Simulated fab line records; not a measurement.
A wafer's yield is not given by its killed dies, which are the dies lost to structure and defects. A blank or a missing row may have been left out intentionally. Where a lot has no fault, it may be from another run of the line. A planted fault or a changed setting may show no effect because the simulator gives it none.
Split-lot study -- flow sky130 -- on a route of 708 steps: 5 lots, 23 wafers read

ON THE SPLIT
At SKY_PASSIVATION_ETCH_11 (etches the open film in CF4/O2, stops on AlCu, target depth 725 nm, time 161.1 s), the setting time s was moved away from the recipe's 161.1 s on 5 of the 23 wafers read, by -14.3% to -8.3%. All remaining wafers had this setting at the recipe value.

The split's own step is where the reading is taken.

THE READING
coat_of_PASSIVATION_COAT_06.thk nm (the simulator's own value, which no gauge read), in nm, at SKY_PASSIVATION_ETCH_11 (etches the open film in CF4/O2, stops on AlCu, target depth 725 nm, time 161.1 s). There is no usual value for it anywhere in the file. Average 2513 nm, standard deviation 8 nm, over the 18 wafers here run with the recipe.

wafer,"tool, chamber at the split","time s as run, s",against the recipe,"coat_of_PASSIVATION_COAT_06.thk nm, nm",against lot-mates on the recipe
L074.1,"rie diel-02, 0",161.1,recipe,2516,-
L074.2,"rie diel-02, 2",161.1,recipe,2504,-
L074.3,"rie diel-02, 1",138.1,-14.3%,2580,+65
L074.4,"rie diel-02, 3",138.1,-14.3%,2584,+69
L074.6,"rie diel-02, 1",161.1,recipe,2524,-
L076.2,"rie diel-01, 0",161.1,recipe,2515,-
L076.3,"rie diel-01, 1",147.7,-8.3%,2560,+45
L076.4,"rie diel-01, 3",147.7,-8.3%,2548,+33
L076.5,"rie diel-01, 3",161.1,recipe,2515,-
L076.6,"rie diel-01, 2",147.7,-8.3%,2562,+47
L078.1,"rie diel-02, 0",161.1,recipe,2515,-
L078.2,"rie diel-02, 2",161.1,recipe,2528,-
L078.3,"rie diel-02, 3",161.1,recipe,2499,-
L078.4,"rie diel-02, 1",161.1,recipe,2519,-
L078.6,"rie diel-02, 0",161.1,recipe,2513,-
L080.2,"rie diel-02, 0",161.1,recipe,2515,-
L080.4,"rie diel-02, 2",161.1,recipe,2506,-
L080.6,"rie diel-02, 1",161.1,recipe,2523,-
L084.1,"rie diel-02, 0",161.1,recipe,2508,-
L084.2,"rie diel-02, 2",161.1,recipe,2512,-
L084.3,"rie diel-02, 1",161.1,recipe,2518,-
L084.4,"rie diel-02, 3",161.1,recipe,2497,-
L084.6,"rie diel-02, 2",161.1,recipe,2508,-

FIT RESULTS
A straight line over all 23 wafers: coat_of_PASSIVATION_COAT_06.thk nm changes by -4.96 nm for each +1% of time s; r = -0.95; the points scatter about the line by 7.9 nm.
The same after taking each lot's own level away (the mean of its wafers on the recipe; 23 wafers): -4.81 nm for each +1%; r = -0.95; scatter 7.4 nm.
On that fit, the largest move of time s shifts the reading by 69 nm.
Measured against the standard deviation above, the lots' own levels, which go from 2508.6 to 2515.0 nm, span 0.8 times it.
The two slopes are in agreement: the lot-to-lot level therefore moves the slope only a little.
Check: +70.4 nm against its lot-mates is what the line predicts for one of the wafers moved furthest among these (-14.3%) when that wafer is left out of the fit. Against them it came out at +65.3 nm.

OTHER SPLITS ON THESE WAFERS
These wafers also went through other splits before the reading. Each is held against what the fit with the lots' levels taken away leaves over:
other split on the same wafers,wafers away from the commonest value,r with coat_of_PASSIVATION_COAT_06.thk nm (lot level and that fit taken away)
SKY_VIA4_CVD_18 temp c,8,+0.00
SKY_METAL5_SPUTTER_00 power w,10,+0.23
SKY_METAL5_DEVELOP_13 develop time s,7,-0.34

THE WHOLE CHAIN: every reading that the file lists as answering this split, in the file's order
step,what it does,reading,change (the file's fit),r (the file's)
SKY_PASSIVATION_ETCH_11,"etches the open film in CF4/O2, stops on AlCu, target depth 725 nm, time 161.1 s","PASSIVATION.feature depth nm (the simulator's own value, which no gauge read)",+5.88 nm for each +1% of the setting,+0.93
SKY_PASSIVATION_ETCH_11,"etches the open film in CF4/O2, stops on AlCu, target depth 725 nm, time 161.1 s","coat_of_PASSIVATION_COAT_06.thk nm (the simulator's own value, which no gauge read)",-4.78 nm for each +1% of the setting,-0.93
SKY_PASSIVATION_STRIP_12,strips in O2/N2,strip time to endpoint s,withheld for each +1% of the setting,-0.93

FILE'S OWN FIT
coat_of_PASSIVATION_COAT_06.thk nm changes by -4.78 nm for each +1% of time s, r = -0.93.
